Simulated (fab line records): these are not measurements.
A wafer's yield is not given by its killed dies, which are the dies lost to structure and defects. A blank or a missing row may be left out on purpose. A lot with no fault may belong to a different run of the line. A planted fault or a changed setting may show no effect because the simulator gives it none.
Comparing a struck lot with a sound one | flow sky130 | 14 out of 708 route steps
Sound: the wafers L292.2, L292.3, L292.6. The struck wafers were L301.1, L301.2, L301.4. The cause is named last.
Order at every step that has rows: each side's tool, ch and its chambers, its first start. Under that, the readings that differ: sound wafers | struck wafers | difference of the means | sigmas: that difference in standard deviations of wafers without a fault.
alike: readings whose means differ by less than 2 such deviations, and words and numbers that are the same on both sides. not compared: withheld readings, readings that some wafer has no value for, bounds like >300 that may hide the same value, and numbers for which the record gives no deviation and whose values overlap.
A row with sigmas, a row that says differs or no value, or rows on one side alone: a step with any of these is where the two part. Non-overlapping numbers with no deviation appear without sigmas and do not part them. A reading missing from all wafers of one side parts the sides only when that side holds two or more wafers.

first, 2 steps without rows for these wafers: SKY_METAL3_PEB_11; SKY_METAL3_DEVELOP_12 (develop time 60 s).
SKY_METAL3_CD_MEAS_13: the cd target is 300 nm.
  sound: cd-sem-02 at day 40 18:02; struck: cd-sem-01 at day 43 10:40
  alike: cd-nm
SKY_METAL3_OVL_MEAS_14:
  sound: overlay-01 at day 40 18:08; struck: overlay-02 at day 43 10:47
  alike: METAL3_OVL
SKY_METAL3_DESCUM_15: chemistry O2, time 8 s.
  sound on rie-metal-01 ch 0,1, day 40 18:10; struck on rie-metal-01 ch 0,1, day 43 10:49
  alike: drypump-motor-current-A, oes-product-au
  not compared: rf-hours-counter-h
SKY_METAL3_ETCH_16: etches BARC in N2/H2, stops on SiO2, time 88.2 s, target depth 60 nm.
  sound on rie-metal-01 ch 0,1, day 40 18:11; struck on rie-metal-01 ch 0,1, day 43 10:51
  alike: drypump-motor-current-A, oes-product-au, throttle-valve-pct
  not compared: rf-hours-counter-h
SKY_METAL3_ETCH_17: etches SiO2 in C4F8/O2/Ar, stops on TiN, time 3.9 s, target depth 15 nm.
  sound on rie-diel-03 ch 1,2, day 40 18:17; struck on rie-diel-03 ch 0,1,2, day 43 10:56
  alike: oes-product-au
  not compared: rf-hours-counter-h
SKY_METAL3_METAL_ETCH_18: etches the open film in Cl2/BCl3, stops on SiO2, target depth 845 nm, time 183.1 s.
  sound on rie-metal-03 ch 0,1, day 40 18:19; struck on rie-metal-04 ch 0,1, day 43 10:58
  reading               | sound             | struck            | difference | sigmas
  oes-product-au (a.u.) | 0.875 0.881 0.869 | 0.859 0.865 0.859 | -0.014     | -2
  alike: bcl3-flow-sccm, drypump-motor-current-A, throttle-valve-pct
  not compared: rf-hours-counter-h
SKY_METAL3_STRIP_19: strips in O2/N2.
  sound on plasma-asher-01 ch 0,1, day 40 18:29; struck on plasma-asher-01 ch 0,1, day 43 11:08
  alike: drypump-motor-current-A, oes-product-au, strip-time-to-endpoint-s
  not compared: rf-hours-counter-h
then, 3 steps without rows for these wafers: SKY_METAL3_STRIP_20 (strips in post etch residue remover, time 1200 s); SKY_METAL3_CLEAN_21 (cleans in IPA, time 180 s); SKY_METAL3_CLEAN_22 (cleans in O3/DIW).
SKY_VIA3_HDPCVD_00: deposits SiO2, target thk 1635 nm, time 272.5 s.
  sound on hdpcvd-02 ch 0,1,2, day 40 19:25; struck on hdpcvd-01 ch 1,2, day 43 11:44
  reading                                  | sound             | struck            | difference | sigmas
  run-length-s (s)                         | 300.4 300.4 300.0 | 306.8 308.0 308.8 | +7.6       | +14
  model.SiO2_of_VIA3_HDPCVD_00.thk-nm (nm) | 1622 1624 1620    | 1677 1682 1654    | +49        |
  alike: susceptor-temp-C
SKY_VIA3_THK_MEAS_01:
  sound: film-metro-01 at day 40 19:36; struck: film-metro-02 at day 43 11:54
  reading              | sound          | struck         | difference | sigmas
  VIA3_HDPCVD_THK (nm) | 1622 1624 1619 | 1677 1681 1654 | +49        | +3

== WHERE THEY PART ==
First at SKY_METAL3_METAL_ETCH_18; last, within this record, at SKY_VIA3_THK_MEAS_01.

WHY: whatever the simulator had introduced
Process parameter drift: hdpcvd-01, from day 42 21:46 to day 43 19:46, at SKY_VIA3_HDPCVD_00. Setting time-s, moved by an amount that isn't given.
